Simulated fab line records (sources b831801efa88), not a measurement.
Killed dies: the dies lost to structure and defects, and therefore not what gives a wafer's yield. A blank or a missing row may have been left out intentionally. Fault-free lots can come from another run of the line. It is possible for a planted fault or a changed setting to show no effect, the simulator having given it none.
fab line records ; flow sky130 ; part 1 of 2: steps 1 to 27 of 40
record: lots: 5; wafers: 15; last_day: 50
route steps=708 shown VIA2@519 METAL3@532 CAPM@537
lots that met no fault: from a run of the same line without faults
start_h: hours from the record's first day to the start of the lot's first wafer shown ; wait_h: hours from the lot's prior step to this one ; " as in the row above ; L1.1+2: several wafers, shown together as one row ; - no value, or no start was given ; * or withheld: withheld ; < > ~ a bound
route shown NAME@n: a module of which the file shows steps, and the number in the route of the first ; usual: mean/standard deviation taken from wafers without a fault ; same: alike in all rows ; chamber/n: place in a boat ; sites: per-site readings ; _std_site: their standard deviation ; _edge_site: mean of outer sites minus mean of inner sites ; radius_mm: how far each site lies from the wafer's centre ; mask NAME#n: copy n ; behind: the most recent tool/chamber to have shaped the wafer ; hold: reason for holding the lot/hours on hold/outcome of the hold ; device: the n, p or np transistor that did not switch ; end of line: the tests these same wafers got at the end of their route ; for a step that has no rows: nothing shown but its recipe ; killed: the dies lost at the first sort to structure and to defects; this is not the yield of the wafer ; map: the dies of a wafer, with x for killed, . for not killed, _ for no die there
set.NAME: the run value of the setting; set.NAME@STEP: its run value at that earlier step ; model.NAME: the simulator's own value behind a step, which no gauge read
lots at some steps of the route; a table a step, a row a wafer
services: the hour from which a tool's chamber was out of use, counted from the record's first day as start_h (under 0 if before that day), plus the number of hours and why
== steps ==
step: SKY_VIA2_CD_MEAS_12
recipe: target_cd_nm: 200
usual: cd_nm: 199.9/1.4
lot.wafer;tool;chamber;start_h;wait_h;cd_nm
L076.1;cd_sem-02;-;901.63;-;199.6
L076.3;cd_sem-02;-;901.63;-;199.1
L076.4;cd_sem-02;-;901.63;-;200.5
L078.2;cd_sem-02;-;905.50;-;199.8
L078.3;cd_sem-02;-;905.50;-;200.3
L078.6;cd_sem-02;-;905.50;-;200.8
L085.1;cd_sem-01;-;959.13;-;201.4
L085.4;cd_sem-01;-;959.13;-;199.8
L085.6;cd_sem-01;-;959.13;-;200.5
L094.1;cd_sem-01;-;1009.01;-;198.9
L094.3;cd_sem-01;-;1009.01;-;199.9
L094.6;cd_sem-01;-;1009.01;-;199.0
L096.3;cd_sem-01;-;1016.85;-;198.3
L096.4;cd_sem-01;-;1016.85;-;198.7
L096.6;cd_sem-01;-;1016.85;-;199.0
step: SKY_VIA2_OVL_MEAS_13
usual: VIA2_OVL: -1/4.9
lot.wafer;tool;chamber;start_h;wait_h;VIA2_OVL[nm]
L076.1;overlay-01;-;901.75;0.1;2
L076.3;overlay-01;-;901.75;0.1;-1
L076.4;overlay-01;-;901.75;0.1;1
L078.2;overlay-02;-;905.61;0.1;-5
L078.3;overlay-02;-;905.61;0.1;1
L078.6;overlay-02;-;905.61;0.1;-12
L085.1;overlay-01;-;959.25;0.1;4
L085.4;overlay-01;-;959.25;0.1;-2
L085.6;overlay-01;-;959.25;0.1;5
L094.1;overlay-02;-;1009.13;0.1;1
L094.3;overlay-02;-;1009.13;0.1;-3
L094.6;overlay-02;-;1009.13;0.1;-2
L096.3;overlay-02;-;1016.94;0.1;5
L096.4;overlay-02;-;1016.94;0.1;5
L096.6;overlay-02;-;1016.94;0.1;4
step: SKY_VIA2_ETCH_14
recipe: chemistry: N2/H2; target: BARC; ion_energy_ev: 200; source_w: 500; bias_w: 100; pressure_mtorr: 30; n2_flow_sccm: 100; h2_flow_sccm: 200; stop_on: SiO2; time_s: 45.9; target_depth_a: 600
usual: drypump_motor_current_A: 5.8/0.36; oes_product_au: 0.855/0.0046; throttle_valve_pct: 13.224/0.0089
lot.wafer;tool;chamber;start_h;wait_h;drypump_motor_current_A;oes_product_au;rf_hours_counter_h;throttle_valve_pct
L076.1;rie_diel-04;0;901.79;0.0;5.5;0.854;17;13.215
L076.3;rie_diel-04;3;901.79;0.0;5.5;0.849;11;13.217
L076.4;rie_diel-04;2;901.79;0.0;5.5;0.857;13;13.220
L078.2;rie_diel-04;0;905.64;0.0;5.4;0.848;18;13.227
L078.3;rie_diel-04;1;905.64;0.0;5.9;0.859;22;13.215
L078.6;rie_diel-04;1;905.64;0.0;5.9;0.862;-;13.226
L085.1;rie_diel-03;2;959.29;0.0;5.6;0.856;18;13.233
L085.4;rie_diel-03;1;959.29;0.0;6.4;0.856;9;13.218
L085.6;rie_diel-03;0;959.29;0.0;6.1;0.857;-;13.235
L094.1;rie_diel-03;0;1009.16;0.0;6.0;0.862;7;13.217
L094.3;rie_diel-03;1;1009.16;0.0;6.4;0.848;11;13.214
L094.6;rie_diel-03;2;1009.16;0.0;5.6;0.859;-;13.220
L096.3;rie_diel-01;3;1016.96;0.0;5.3;0.850;9;13.226
L096.4;rie_diel-01;0;1016.96;0.0;5.9;0.854;22;13.215
L096.6;rie_diel-01;1;1016.96;0.0;6.1;0.845;-;13.230
step: SKY_VIA2_ETCH_15
recipe: target: SiO2; chemistry: C4F8/O2/Ar; target_depth_nm: 546; stop_on: TiN; mask_material: KrF-thick; source_w: 1500; bias_w: 1200; pressure_mtorr: 40; c4f8_flow_sccm: withheld; O2_flow_sccm: 6; Ar_flow_sccm: 300; time_s: 84
usual: oes_product_au: 0.940/0.0046
lot.wafer;tool;chamber;start_h;wait_h;oes_product_au;rf_hours_counter_h
L076.1;rie_diel-04;0;901.83;0.0;0.939;17
L076.3;rie_diel-04;3;901.83;0.0;0.944;11
L076.4;rie_diel-04;2;901.83;0.0;0.936;13
L078.2;rie_diel-04;0;905.68;0.0;0.937;18
L078.3;rie_diel-04;1;905.68;0.0;0.944;22
L078.6;rie_diel-04;1;905.68;0.0;0.941;-
L085.1;rie_diel-03;2;959.33;0.0;0.934;18
L085.4;rie_diel-03;1;959.33;0.0;0.932;9
L085.6;rie_diel-03;0;959.33;0.0;0.934;-
L094.1;rie_diel-03;0;1009.21;0.0;0.938;7
L094.3;rie_diel-03;1;1009.21;0.0;0.939;11
L094.6;rie_diel-03;2;1009.21;0.0;0.941;-
L096.3;rie_diel-01;3;1017.01;0.0;0.945;9
L096.4;rie_diel-01;0;1017.01;0.0;0.944;22
L096.6;rie_diel-01;1;1017.01;0.0;0.945;-
step: SKY_VIA2_STRIP_16
recipe: chemistry: O2/N2; power_w: 1400; pressure_mtorr: 1500; platen_temp_c: withheld; o2_flow_sccm: 3000; n2_flow_sccm: 300; overash_fraction: 0.5
usual: drypump_motor_current_A: 5.8/0.49; oes_product_au: 0.399/0.0038; strip_time_to_endpoint_s: 4.047/0.025
lot.wafer;tool;chamber;start_h;wait_h;drypump_motor_current_A;oes_product_au;rf_hours_counter_h;strip_time_to_endpoint_s
L076.1;plasma_asher-02;1;901.90;0.0;5.9;0.403;45;4.058
L076.3;plasma_asher-02;1;901.90;0.0;5.9;0.392;-;3.990
L076.4;plasma_asher-02;0;901.90;0.0;5.4;0.395;-;4.051
L078.2;plasma_asher-02;0;905.75;0.0;5.5;0.399;46;4.090
L078.3;plasma_asher-02;1;905.75;0.0;5.9;0.401;-;4.063
L078.6;plasma_asher-02;1;905.75;0.0;5.9;0.399;-;4.045
L085.1;plasma_asher-03;1;959.40;0.0;6.8;0.394;116;4.051
L085.4;plasma_asher-03;1;959.40;0.0;6.8;0.398;-;4.051
L085.6;plasma_asher-03;0;959.40;0.0;5.9;0.395;-;4.080
L094.1;plasma_asher-03;1;1009.27;0.0;6.8;0.394;121;4.067
L094.3;plasma_asher-03;1;1009.27;0.0;6.8;0.397;-;4.051
L094.6;plasma_asher-03;1;1009.27;0.0;6.8;0.398;-;4.048
L096.3;plasma_asher-02;1;1017.10;0.1;6.0;0.396;-;4.023
L096.4;plasma_asher-02;0;1017.10;0.1;5.5;0.408;-;4.061
L096.6;plasma_asher-02;0;1017.10;0.1;5.5;0.397;-;3.996
step: SKY_VIA2_STRIP_17
recipe: chemistry: post_etch_residue_remover; time_s: 1200; temp_c: 72.5
lot.wafer;tool;chamber;start_h;wait_h
L076.1+3+4;wet_bench-04;1;902.00;0.1
L078.2+3+6;wet_bench-04;3;905.85;0.1
L085.1+4+6;wet_bench-03;3;959.50;0.1
L094.1+3+6;wet_bench-03;3;1009.37;0.1
L096.3+4+6;wet_bench-03;0;1017.17;0.0
step: SKY_VIA2_CLEAN_18
recipe: chemistry: IPA; time_s: 180; temp_c: 25
lot.wafer;tool;chamber;start_h;wait_h
L076.1+3+4;wet_bench-03;1;902.34;0.0
L078.2+3+6;wet_bench-03;3;906.22;0.0
L085.1+4+6;wet_bench-02;0;959.84;0.0
L094.1+3+6;wet_bench-03;0;1009.72;0.0
L096.3+4+6;wet_bench-02;1;1017.51;0.0
step: SKY_VIA2_CLEAN_19
recipe: chemistry: O3/DIW; dry: n2_spin
lot.wafer;tool;chamber;start_h;wait_h
L076.1+3+4;wet_bench-02;2;902.46;0.0
L078.2+3+6;wet_bench-02;0;906.35;0.0
L085.1+4+6;wet_bench-04;2;959.90;0.0
L094.1+3+6;wet_bench-04;0;1009.77;0.0
L096.3+4+6;wet_bench-04;1;1017.57;0.0
step: SKY_VIA2_SPUTTER_20
recipe: material: TiN; target_thk_nm: 20; chamber_pressure_pa: 5; power_w: 4000; time_s: 80
usual: throttle_valve_pct: 29.8/0.89
lot.wafer;tool;chamber;start_h;wait_h;throttle_valve_pct
L076.1;pvd_sputter-02;-;902.56;0.0;29.8
L076.3;pvd_sputter-02;-;902.56;0.0;30.1
L076.4;pvd_sputter-02;-;902.56;0.0;30.8
L078.2;pvd_sputter-03;-;906.45;0.0;29.4
L078.3;pvd_sputter-03;-;906.45;0.0;30.5
L078.6;pvd_sputter-03;-;906.45;0.0;29.4
L085.1;pvd_sputter-02;-;960.00;0.0;30.1
L085.4;pvd_sputter-02;-;960.00;0.0;30.8
L085.6;pvd_sputter-02;-;960.00;0.0;29.9
L094.1;pvd_sputter-01;-;1009.87;0.0;28.4
L094.3;pvd_sputter-01;-;1009.87;0.0;30.9
L094.6;pvd_sputter-01;-;1009.87;0.0;30.2
L096.3;pvd_sputter-01;-;1017.67;0.0;28.2
L096.4;pvd_sputter-01;-;1017.67;0.0;30.0
L096.6;pvd_sputter-01;-;1017.67;0.0;29.8
step: SKY_VIA2_CVD_21
recipe: material: W; target_thk_nm: 420; time_s: 126.4; temp_c: 400; pressure_torr: 40
usual: heater_power_outer_w: 537/41; heater_power_w: 819/56
lot.wafer;tool;chamber;start_h;wait_h;heater_power_outer_w;heater_power_w;since_wet_clean_h
L076.1;cvd_w-01;1;902.62;0.0;508;879;999
L076.3;cvd_w-01;0;902.62;0.0;515;767;-
L076.4;cvd_w-01;1;902.62;0.0;518;895;-
L078.2;cvd_w-02;1;906.51;0.0;543;768;503
L078.3;cvd_w-02;1;906.51;0.0;527;807;-
L078.6;cvd_w-02;0;906.51;0.0;603;866;-
L085.1;cvd_w-01;1;960.06;0.0;500;861;42
L085.4;cvd_w-01;1;960.06;0.0;497;878;-
L085.6;cvd_w-01;1;960.06;0.0;495;883;-
L094.1;cvd_w-02;1;1009.93;0.0;532;779;606
L094.3;cvd_w-02;1;1009.93;0.0;547;786;-
L094.6;cvd_w-02;0;1009.93;0.0;598;874;-
L096.3;cvd_w-01;0;1017.77;0.1;513;757;-
L096.4;cvd_w-01;1;1017.77;0.1;506;891;-
L096.6;cvd_w-01;0;1017.77;0.1;509;765;-
step: SKY_VIA2_RS_MEAS_22
recipe: thk_meas_gauge: four-point-probe; reads: W_of_VIA2_CVD_21+TiN_of_VIA2_SPUTTER_20
usual: VIA2_W_RS: 0.2729/0.0029
lot.wafer;tool;chamber;start_h;wait_h;VIA2_W_RS[ohm/sq]
L076.1;film_metro-04;-;902.75;0.1;0.2688
L076.3;film_metro-04;-;902.75;0.1;0.2693
L076.4;film_metro-04;-;902.75;0.1;0.2719
L078.2;film_metro-03;-;906.66;0.1;0.2748
L078.3;film_metro-03;-;906.66;0.1;0.2736
L078.6;film_metro-03;-;906.66;0.1;0.2739
L085.1;film_metro-03;-;960.20;0.1;0.2714
L085.4;film_metro-03;-;960.20;0.1;0.2667
L085.6;film_metro-03;-;960.20;0.1;0.2714
L094.1;film_metro-03;-;1010.06;0.1;0.2721
L094.3;film_metro-03;-;1010.06;0.1;0.2733
L094.6;film_metro-03;-;1010.06;0.1;0.2728
L096.3;film_metro-02;-;1017.90;0.1;0.2716
L096.4;film_metro-02;-;1017.90;0.1;0.2699
L096.6;film_metro-02;-;1017.90;0.1;0.2735
step: SKY_VIA2_THK_MEAS_23
recipe: thk_meas_gauge: xrf; reads: W_of_VIA2_CVD_21
usual: VIA2_W_THK: 433/8.8
lot.wafer;tool;chamber;start_h;wait_h;VIA2_W_THK[nm]
L076.1;film_metro-04;-;902.87;0.1;427
L076.3;film_metro-04;-;902.87;0.1;427
L076.4;film_metro-04;-;902.87;0.1;423
L078.2;film_metro-03;-;906.77;0.1;443
L078.3;film_metro-03;-;906.77;0.1;440
L078.6;film_metro-03;-;906.77;0.1;445
L085.1;film_metro-03;-;960.32;0.1;445
L085.4;film_metro-03;-;960.32;0.1;449
L085.6;film_metro-03;-;960.32;0.1;443
L094.1;film_metro-03;-;1010.18;0.1;444
L094.3;film_metro-03;-;1010.18;0.1;445
L094.6;film_metro-03;-;1010.18;0.1;443
L096.3;film_metro-02;-;1018.00;0.1;431
L096.4;film_metro-02;-;1018.00;0.1;432
L096.6;film_metro-02;-;1018.00;0.1;429
step: SKY_VIA2_CMP_24
recipe: stop_on: SiO2; t_overpolish_s: 20; down_force_psi: 3.5; platen_rpm: 60; target_thk_nm: 0; pad_velocity_m_s: 0.94248
usual: motor_current_A: 10.5/0.68; overpolish_run_s: 19.999/0.0086; time_to_endpoint_s: 101/3.8
lot.wafer;tool;chamber;start_h;wait_h;motor_current_A;overpolish_run_s;time_to_endpoint_s
L076.1;cmp-02;1;902.93;0.1;10.9;19.997;96
L076.4;cmp-02;2;902.93;0.1;10.1;19.995;99
L076.3;cmp-02;0;902.93;0.1;9.6;20.002;96
L078.3;cmp-01;3;906.87;0.1;11.6;20.017;104
L078.2;cmp-01;0;906.87;0.1;10.8;19.981;99
L078.6;cmp-01;3;906.87;0.1;11.5;19.996;102
L085.1;cmp-01;2;960.43;0.1;9.9;20.002;99
L085.4;cmp-01;0;960.43;0.1;11.4;19.993;107
L085.6;cmp-01;2;960.43;0.1;10.0;19.994;100
L094.3;cmp-01;0;1010.34;0.1;10.8;19.989;99
L094.1;cmp-01;1;1010.34;0.1;11.4;20.000;107
L094.6;cmp-01;2;1010.34;0.1;10.0;20.007;98
L096.4;cmp-02;3;1018.14;0.1;10.4;20.000;103
L096.3;cmp-02;0;1018.14;0.1;9.5;20.006;103
L096.6;cmp-02;1;1018.14;0.1;10.4;19.991;102
step: SKY_METAL3_SPUTTER_00
recipe: material: Ti; target_thk_nm: 15; power_w: 3000; time_s: 10; chamber_pressure_pa: 0.4
usual: throttle_valve_pct: 30.0/0.72
lot.wafer;tool;chamber;start_h;wait_h;throttle_valve_pct
L076.1;pvd_sputter-03;-;903.23;0.2;30.4
L076.3;pvd_sputter-03;-;903.23;0.2;29.4
L076.4;pvd_sputter-03;-;903.23;0.2;30.4
L078.2;pvd_sputter-01;-;907.12;0.1;30.8
L078.3;pvd_sputter-01;-;907.12;0.1;28.5
L078.6;pvd_sputter-01;-;907.12;0.1;28.4
L085.1;pvd_sputter-01;-;960.68;0.2;30.2
L085.4;pvd_sputter-01;-;960.68;0.2;28.4
L085.6;pvd_sputter-01;-;960.68;0.2;29.9
L094.1;pvd_sputter-03;-;1010.54;0.1;29.6
L094.3;pvd_sputter-03;-;1010.54;0.1;30.7
L094.6;pvd_sputter-03;-;1010.54;0.1;29.4
L096.3;pvd_sputter-03;-;1018.34;0.1;30.1
L096.4;pvd_sputter-03;-;1018.34;0.1;29.6
L096.6;pvd_sputter-03;-;1018.34;0.1;29.7
step: SKY_METAL3_SPUTTER_01
recipe: material: TiN; target_thk_nm: 20; power_w: 6500; time_s: 16.7; chamber_pressure_pa: 0.4
usual: throttle_valve_pct: 30.0/0.73
lot.wafer;tool;chamber;start_h;wait_h;throttle_valve_pct
L076.1;pvd_sputter-03;-;903.25;0.0;30.4
L076.3;pvd_sputter-03;-;903.25;0.0;29.1
L076.4;pvd_sputter-03;-;903.25;0.0;30.3
L078.2;pvd_sputter-01;-;907.14;0.0;31.0
L078.3;pvd_sputter-01;-;907.14;0.0;28.3
L078.6;pvd_sputter-01;-;907.14;0.0;28.3
L085.1;pvd_sputter-01;-;960.70;0.0;30.0
L085.4;pvd_sputter-01;-;960.70;0.0;28.3
L085.6;pvd_sputter-01;-;960.70;0.0;30.0
L094.1;pvd_sputter-03;-;1010.56;0.0;29.4
L094.3;pvd_sputter-03;-;1010.56;0.0;30.3
L094.6;pvd_sputter-03;-;1010.56;0.0;29.2
L096.3;pvd_sputter-03;-;1018.36;0.0;30.6
L096.4;pvd_sputter-03;-;1018.36;0.0;29.5
L096.6;pvd_sputter-03;-;1018.36;0.0;29.8
step: SKY_METAL3_SPUTTER_02
recipe: material: AlCu; target_thk_nm: 735; power_w: 10600; time_s: 39.1; chamber_pressure_pa: 0.4
usual: throttle_valve_pct: 29.9/0.72
lot.wafer;tool;chamber;start_h;wait_h;throttle_valve_pct
L076.1;pvd_sputter-03;-;903.28;0.0;30.6
L076.3;pvd_sputter-03;-;903.28;0.0;29.4
L076.4;pvd_sputter-03;-;903.28;0.0;30.5
L078.2;pvd_sputter-01;-;907.17;0.0;30.8
L078.3;pvd_sputter-01;-;907.17;0.0;28.3
L078.6;pvd_sputter-01;-;907.17;0.0;28.4
L085.1;pvd_sputter-01;-;960.72;0.0;30.3
L085.4;pvd_sputter-01;-;960.72;0.0;28.5
L085.6;pvd_sputter-01;-;960.72;0.0;30.0
L094.1;pvd_sputter-03;-;1010.58;0.0;29.6
L094.3;pvd_sputter-03;-;1010.58;0.0;30.7
L094.6;pvd_sputter-03;-;1010.58;0.0;29.4
L096.3;pvd_sputter-03;-;1018.39;0.0;30.6
L096.4;pvd_sputter-03;-;1018.39;0.0;29.8
L096.6;pvd_sputter-03;-;1018.39;0.0;29.7
step: SKY_METAL3_SPUTTER_03
recipe: material: Ti; target_thk_nm: 5; power_w: 3000; time_s: 3.3; chamber_pressure_pa: 0.4
usual: throttle_valve_pct: 30.0/0.69
lot.wafer;tool;chamber;start_h;wait_h;throttle_valve_pct
L076.1;pvd_sputter-03;-;903.31;0.0;30.3
L076.3;pvd_sputter-03;-;903.31;0.0;29.3
L076.4;pvd_sputter-03;-;903.31;0.0;30.6
L078.2;pvd_sputter-01;-;907.20;0.0;30.7
L078.3;pvd_sputter-01;-;907.20;0.0;28.4
L078.6;pvd_sputter-01;-;907.20;0.0;28.5
L085.1;pvd_sputter-01;-;960.76;0.0;30.0
L085.4;pvd_sputter-01;-;960.76;0.0;28.2
L085.6;pvd_sputter-01;-;960.76;0.0;30.1
L094.1;pvd_sputter-03;-;1010.62;0.0;29.4
L094.3;pvd_sputter-03;-;1010.62;0.0;30.2
L094.6;pvd_sputter-03;-;1010.62;0.0;29.4
L096.3;pvd_sputter-03;-;1018.42;0.0;30.5
L096.4;pvd_sputter-03;-;1018.42;0.0;30.0
L096.6;pvd_sputter-03;-;1018.42;0.0;29.9
step: SKY_METAL3_SPUTTER_04
recipe: material: TiN; target_thk_nm: 70; power_w: 6500; time_s: 58.3; chamber_pressure_pa: 0.4
usual: throttle_valve_pct: 30.0/0.71
lot.wafer;tool;chamber;start_h;wait_h;throttle_valve_pct
L076.1;pvd_sputter-03;-;903.33;0.0;30.2
L076.3;pvd_sputter-03;-;903.33;0.0;29.5
L076.4;pvd_sputter-03;-;903.33;0.0;30.1
L078.2;pvd_sputter-01;-;907.22;0.0;30.9
L078.3;pvd_sputter-01;-;907.22;0.0;28.4
L078.6;pvd_sputter-01;-;907.22;0.0;28.3
L085.1;pvd_sputter-01;-;960.78;0.0;29.8
L085.4;pvd_sputter-01;-;960.78;0.0;28.4
L085.6;pvd_sputter-01;-;960.78;0.0;29.8
L094.1;pvd_sputter-03;-;1010.64;0.0;29.3
L094.3;pvd_sputter-03;-;1010.64;0.0;30.4
L094.6;pvd_sputter-03;-;1010.64;0.0;29.6
L096.3;pvd_sputter-03;-;1018.44;0.0;30.4
L096.4;pvd_sputter-03;-;1018.44;0.0;29.7
L096.6;pvd_sputter-03;-;1018.44;0.0;30.0
step: SKY_CAPM_CVD_00
recipe: material: SiO2; target_thk_nm: 15.5; temp_c: 400; time_s: withheld; rf_w: 450
usual: heater_power_outer_w: 438/54; heater_power_w: 735/68
lot.wafer;tool;chamber;start_h;wait_h;heater_power_outer_w;heater_power_w
L076.1;pecvd-01;1;903.38;0.0;499;814
L076.3;pecvd-01;2;903.38;0.0;482;801
L076.4;pecvd-01;0;903.38;0.0;546;876
L078.2;pecvd-02;0;907.27;0.0;391;709
L078.3;pecvd-02;2;907.27;0.0;464;741
L078.6;pecvd-02;1;907.27;0.0;456;785
L085.1;pecvd-04;1;960.83;0.0;464;713
L085.4;pecvd-04;1;960.83;0.0;466;701
L085.6;pecvd-04;2;960.83;0.0;388;713
L094.1;pecvd-01;1;1010.69;0.0;441;756
L094.3;pecvd-01;2;1010.69;0.0;511;831
L094.6;pecvd-01;2;1010.69;0.0;374;647
L096.3;pecvd-01;1;1018.49;0.0;470;796
L096.4;pecvd-01;2;1018.49;0.0;460;782
L096.6;pecvd-01;0;1018.49;0.0;457;748
step: SKY_CAPM_THK_MEAS_01
recipe: reads: SiO2_of_CAPM_CVD_00
usual: CAPM_CVD_00_THK: 15.56/0.24
lot.wafer;tool;chamber;start_h;wait_h;CAPM_CVD_00_THK[nm]
L076.1;film_metro-04;-;903.40;-;15.60
L076.3;film_metro-04;-;903.40;-;15.82
L076.4;film_metro-04;-;903.40;-;15.48
L078.2;film_metro-01;-;907.30;-;15.46
L078.3;film_metro-01;-;907.30;-;15.52
L078.6;film_metro-01;-;907.30;-;15.71
L085.1;film_metro-04;-;960.85;-;15.22
L085.4;film_metro-04;-;960.85;-;15.65
L085.6;film_metro-04;-;960.85;-;15.59
L094.1;film_metro-01;-;1010.71;-;15.62
L094.3;film_metro-01;-;1010.71;-;15.84
L094.6;film_metro-01;-;1010.71;-;15.88
L096.3;film_metro-04;-;1018.53;-;15.65
L096.4;film_metro-04;-;1018.53;-;15.76
L096.6;film_metro-04;-;1018.53;-;15.35
step: SKY_CAPM_SPUTTER_02
recipe: material: TiN; target_thk_nm: 200; temp_c: 300; power_w: 6500; time_s: 166.7; chamber_pressure_pa: 0.4
usual: throttle_valve_pct: 29.9/0.94
lot.wafer;tool;chamber;start_h;wait_h;throttle_valve_pct
L076.1;pvd_sputter-01;-;903.46;0.1;29.9
L076.3;pvd_sputter-01;-;903.46;0.1;30.9
L076.4;pvd_sputter-01;-;903.46;0.1;28.2
L078.2;pvd_sputter-02;-;907.35;0.0;30.1
L078.3;pvd_sputter-02;-;907.35;0.0;28.3
L078.6;pvd_sputter-02;-;907.35;0.0;29.8
L085.1;pvd_sputter-02;-;960.91;0.1;30.1
L085.4;pvd_sputter-02;-;960.91;0.1;29.7
L085.6;pvd_sputter-02;-;960.91;0.1;29.7
L094.1;pvd_sputter-02;-;1010.77;0.1;30.0
L094.3;pvd_sputter-02;-;1010.77;0.1;30.8
L094.6;pvd_sputter-02;-;1010.77;0.1;28.4
L096.3;pvd_sputter-01;-;1018.57;0.0;30.1
L096.4;pvd_sputter-01;-;1018.57;0.0;29.9
L096.6;pvd_sputter-01;-;1018.57;0.0;29.9
step: SKY_CAPM_RS_MEAS_03
recipe: thk_meas_gauge: four-point-probe; reads: TiN_of_CAPM_SPUTTER_02
usual: CAPM_TIN_RS: 6.93/0.087
lot.wafer;tool;chamber;start_h;wait_h;CAPM_TIN_RS[ohm/sq]
L076.1;film_metro-01;-;903.57;0.1;7.06
L076.3;film_metro-01;-;903.57;0.1;7.05
L076.4;film_metro-01;-;903.57;0.1;7.07
L078.2;film_metro-01;-;907.48;0.1;6.99
L078.3;film_metro-01;-;907.48;0.1;7.02
L078.6;film_metro-01;-;907.48;0.1;6.99
L085.1;film_metro-01;-;961.02;0.1;6.87
L085.4;film_metro-01;-;961.02;0.1;6.91
L085.6;film_metro-01;-;961.02;0.1;6.82
L094.1;film_metro-04;-;1010.88;0.1;6.79
L094.3;film_metro-04;-;1010.88;0.1;6.90
L094.6;film_metro-04;-;1010.88;0.1;6.88
L096.3;film_metro-04;-;1018.72;0.1;6.80
L096.4;film_metro-04;-;1018.72;0.1;6.98
L096.6;film_metro-04;-;1018.72;0.1;6.85
step: SKY_CAPM_THK_MEAS_04
recipe: thk_meas_gauge: xrf; reads: TiN_of_CAPM_SPUTTER_02
usual: CAPM_TIN_THK: 201.3/2.6
lot.wafer;tool;chamber;start_h;wait_h;CAPM_TIN_THK[nm]
L076.1;film_metro-01;-;903.69;0.1;198.1
L076.3;film_metro-01;-;903.69;0.1;197.8
L076.4;film_metro-01;-;903.69;0.1;196.5
L078.2;film_metro-01;-;907.59;0.1;199.0
L078.3;film_metro-01;-;907.59;0.1;198.5
L078.6;film_metro-01;-;907.59;0.1;198.8
L085.1;film_metro-01;-;961.14;0.1;204.8
L085.4;film_metro-01;-;961.14;0.1;203.1
L085.6;film_metro-01;-;961.14;0.1;205.7
L094.1;film_metro-04;-;1011.00;0.1;203.1
L094.3;film_metro-04;-;1011.00;0.1;201.7
L094.6;film_metro-04;-;1011.00;0.1;200.7
L096.3;film_metro-04;-;1018.82;0.1;203.7
L096.4;film_metro-04;-;1018.82;0.1;199.2
L096.6;film_metro-04;-;1018.82;0.1;201.6
step: SKY_CAPM_DEHYDRATE_05
recipe: temp_c: 200; time_s: 60
lot.wafer;tool;chamber;start_h;wait_h
L076.1+3+4;litho_track-03;0;915.58;11.9
L078.2+3+6;litho_track-03;0;919.66;12.1
L085.1+4+6;litho_track-04;0;973.34;12.2
L094.1+3+6;litho_track-02;0;1020.32;9.3
L096.3+4+6;litho_track-04;0;1027.59;8.8
step: SKY_CAPM_HMDS_06
recipe: prime_time_s: 60; prime_temp_c: 120
lot.wafer;tool;chamber;start_h;wait_h
L076.1+3+4;litho_track-03;0;915.73;0.1
L078.2+3+6;litho_track-03;0;919.81;0.1
L085.1+4+6;litho_track-04;0;973.49;0.1
L094.1+3+6;litho_track-02;0;1020.47;0.1
L096.3+4+6;litho_track-04;0;1027.74;0.1
step: SKY_CAPM_COAT_07
recipe: resist: NOVOLAK; spin_rpm: 3000; resist_thk_nm: 1140
lot.wafer;tool;chamber;start_h;wait_h
L076.1+3+4;litho_track-03;0;915.88;0.1
L078.2+3+6;litho_track-03;0;919.96;0.1
L085.1+4+6;litho_track-04;0;973.64;0.1
L094.1+3+6;litho_track-02;0;1020.62;0.1
L096.3+4+6;litho_track-04;0;1027.89;0.1
step: SKY_CAPM_SOFTBAKE_08
recipe: temp_c: 90; time_s: 60; resist: NOVOLAK
lot.wafer;tool;chamber;start_h;wait_h
L076.1+3+4;litho_track-03;0;916.03;0.1
L078.2+3+6;litho_track-03;0;920.11;0.1
L085.1+4+6;litho_track-04;0;973.79;0.1
L094.1+3+6;litho_track-02;0;1020.77;0.1
L096.3+4+6;litho_track-04;0;1028.04;0.1
